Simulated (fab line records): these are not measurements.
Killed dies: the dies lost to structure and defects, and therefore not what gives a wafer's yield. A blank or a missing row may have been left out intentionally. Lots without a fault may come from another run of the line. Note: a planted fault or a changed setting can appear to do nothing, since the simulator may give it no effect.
Which tool did it? | flow sky130 | 12 lots, 36 wafers sampled, at 5 steps of a route of 708

WHAT EACH GAUGE READ, for each wafer
SKY_DNWELL_TW_MEAS_09.
lot  | measured    | on            | DNWELL_TW
L769 | day 3 09:10 | film metro-04 | 1080 1084 1079
L770 | day 3 18:07 | film metro-03 | 1127 1121 1120
L772 | day 4 04:46 | film metro-04 | 1082 1085 1086
L773 | day 4 08:55 | film metro-03 | 1131 1126 1125
L774 | day 4 14:14 | film metro-03 | 1120 1124 1121
L775 | day 4 20:52 | film metro-02 | 1109 1101 1103
L776 | day 5 01:28 | film metro-03 | 1117 1115 1124
L778 | day 5 09:50 | film metro-03 | 1119 1116 1120
L781 | day 6 01:19 | film metro-04 | 1093 1095 1096
L783 | day 6 13:40 | film metro-04 | 1100 1098 1096
L790 | day 8 03:34 | film metro-03 | 1119 1113 1122
L791 | day 8 11:04 | film metro-02 | 1114 1121 1120

SKY_NWELL_RS_MEAS_29: measurement is done with a four-point probe.
lot  | measured     | on            | NWELL_RS (ohm/sq)
L769 | day 5 13:08  | film metro-04 | 622.5 623.4 623.5
L770 | day 5 22:01  | film metro-02 | 623.1 624.6 623.8
L772 | day 6 08:59  | film metro-04 | 626.5 625.6 625.0
L773 | day 6 14:54  | film metro-03 | 623.4 624.4 624.6
L774 | day 6 21:32  | film metro-04 | 628.5 628.2 626.7
L775 | day 7 03:26  | film metro-04 | 625.6 625.3 623.8
L776 | day 7 09:44  | film metro-03 | 622.7 625.7 625.3
L778 | day 7 19:32  | film metro-02 | 619.5 619.3 619.5
L781 | day 8 13:38  | film metro-04 | 625.4 623.3 627.1
L783 | day 9 02:35  | film metro-02 | 623.7 624.1 624.9
L790 | day 10 21:59 | film metro-02 | 621.3 622.7 622.4
L791 | day 11 05:29 | film metro-03 | 627.0 624.9 624.8

SKY_VT_ADJUST_HVTP_TW_MEAS_11.
lot  | measured     | on            | VT_ADJUST_HVTP_TW
L769 | day 6 06:29  | film metro-04 | 1340 1334 1351
L770 | day 6 17:32  | film metro-02 | 1353 1352 1359
L772 | day 7 05:04  | film metro-04 | 1341 1342 1346
L773 | day 7 10:33  | film metro-04 | 1334 1336 1337
L774 | day 7 17:58  | film metro-01 | 1390 1381 1385
L775 | day 8 00:02  | film metro-04 | 1328 1335 1336
L776 | day 8 06:38  | film metro-04 | 1341 1334 1338
L778 | day 8 16:14  | film metro-01 | 1396 1402 1389
L781 | day 9 11:20  | film metro-01 | 1166 1170 1171
L783 | day 10 01:19 | film metro-01 | 1171 1170 1174
L790 | day 11 22:05 | film metro-04 | 1326 1328 1337
L791 | day 12 06:20 | film metro-04 | 1339 1337 1340

TOOL THAT RAN EACH LOT (tool first, then ch and the chambers of the sampled wafers, then the start)
lot  | SKY_FIELD_ISO_CMP_27         | SKY_VT_ADJUST_HVTP_IMPLANT_09
L769 | cmp-01 ch 0,2, day 2 14:31   | implanter-02 ch 0, day 6 06:14
L770 | cmp-01 ch 1,3, day 2 21:41   | implanter-01 ch 0, day 6 17:17
L772 | cmp-01 ch 0,1,2, day 3 08:03 | implanter-01 ch 0, day 7 04:50
L773 | cmp-01 ch 0,1,2, day 3 13:57 | implanter-02 ch 0, day 7 10:19
L774 | cmp-01 ch 0,1,2, day 3 17:52 | implanter-02 ch 0, day 7 17:43
L775 | cmp-02 ch 0,3, day 4 00:07   | implanter-02 ch 0, day 7 23:49
L776 | cmp-02 ch 0,2,3, day 4 06:05 | implanter-03 ch 0, day 8 06:23
L778 | cmp-02 ch 0,1, day 4 12:46   | implanter-01 ch 0, day 8 15:59
L781 | cmp-02 ch 1,2,3, day 5 05:19 | implanter-01 ch 0, day 9 11:05
L783 | cmp-01 ch 2,3, day 5 15:24   | implanter-01 ch 0, day 10 01:05
L790 | cmp-01 ch 1,2, day 7 05:11   | implanter-02 ch 0, day 11 21:50
L791 | cmp-01 ch 0,1,3, day 7 10:44 | implanter-03 ch 0, day 12 06:05
- SKY_FIELD_ISO_CMP_27: polishes, stops on Si3N4, t overpolish 16 s, target thk 457.8 nm.
- SKY_VT_ADJUST_HVTP_IMPLANT_09

AS READ BY THE TOOLS THEMSELVES (means over the sampled wafers that have a number; for cases with no such wafer, the mark the record gives instead)
SKY_FIELD_ISO_CMP_27.
lot  | tool   | head pressure psi (psi) | motor current A (A) | overpolish run s (s) | time to endpoint s (s)
L769 | cmp-01 | 4.009                   | 12.3                | 15.997               | 117
L770 | cmp-01 | 3.999                   | 11.6                | 15.996               | 108
L772 | cmp-01 | 4.007                   | 12.1                | 16.003               | 112
L773 | cmp-01 | 4.002                   | 11.9                | 16.001               | 113
L774 | cmp-01 | 4.001                   | 12.0                | 16.005               | 117
L775 | cmp-02 | 4.000                   | 11.5                | 16.007               | 122
L776 | cmp-02 | 4.001                   | 10.8                | 16.003               | 119
L778 | cmp-02 | 4.007                   | 11.8                | 16.007               | 115
L781 | cmp-02 | 3.991                   | 10.8                | 15.995               | 113
L783 | cmp-01 | 3.999                   | 12.5                | 15.995               | 110
L790 | cmp-01 | 3.992                   | 11.6                | 15.999               | 117
L791 | cmp-01 | 4.007                   | 11.7                | 15.998               | 113

SKY_VT_ADJUST_HVTP_IMPLANT_09.
lot  | tool         | dose ions cm2 | faraday current uA
L769 | implanter-02 | 4.3e+12       | 24.7
L770 | implanter-01 | 4.3e+12       | 24.4
L772 | implanter-01 | 4.3e+12       | 24.0
L773 | implanter-02 | 4.3e+12       | 23.9
L774 | implanter-02 | 4.3e+12       | 24.0
L775 | implanter-02 | 4.3e+12       | 24.1
L776 | implanter-03 | 4.3e+12       | 24.4
L778 | implanter-01 | 4.3e+12       | 24.3
L781 | implanter-01 | 2.5e+12       | 14.3
L783 | implanter-01 | 2.5e+12       | 14.3
L790 | implanter-02 | 4.3e+12       | 24.6
L791 | implanter-03 | 4.3e+12       | 23.9

THE ANSWER, worked out from the rows above alone
Rule: usual is defined by the lots themselves. Put in order of their means at a reading, lots are off if they are a third of the lots or fewer, leave a main group of 4 or more, and stand apart from it by a gap of 3 or more times the standard deviation of the main group's means; of several such gaps the widest counts. Not used: any main group whose means are identical at the precision the tables above print for the reading. A lot without any number at a reading at which 4 lots or more have one is off too. All remaining lots with rows at the step are treated as sound. First the gauges in route order, then the tools' own readings, where a lot's mean is used as printed above. At the first step where some lot is off, the reading lying furthest off is the one used; lots without a number count as furthest.
Off: L781, L783, seen at SKY_VT_ADJUST_HVTP_TW_MEAS_11 (VT_ADJUST_HVTP_TW). The main group has a mean of 1350 with a standard deviation of 22.
If a tool, at a process step before that reading, ran all the lots that are off and no sound lot after the first of them, it fits. The gauges at SKY_VT_ADJUST_HVTP_TW_MEAS_11 aren't tried: what is off there is off at SKY_VT_ADJUST_HVTP_IMPLANT_09 too, on other tools, and a gauge's error can't cause that. One candidate fits, namely implanter-01 at SKY_VT_ADJUST_HVTP_IMPLANT_09. A fault onset in the window from L778 (day 8 15:59, its last sound lot) to L781 (day 9 11:05, its first lot off) fits.
The tool's own readings at SKY_VT_ADJUST_HVTP_IMPLANT_09 bear it out: on the lots that are off they differ by more than 5 times the standard deviation of the sound lots' means. dose ions cm2 reads 2.5e+12 there against 4.3e+12 on the sound lots; faraday current uA reads 14.3 there against 24.2 on the sound lots.

WHAT THE SIMULATOR HAD PUT IN
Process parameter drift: implanter-01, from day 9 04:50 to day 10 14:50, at SKY_VT_ADJUST_HVTP_IMPLANT_09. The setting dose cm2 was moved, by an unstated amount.
Struck lots among those shown: L781, L783. This agrees with what the rule above found.
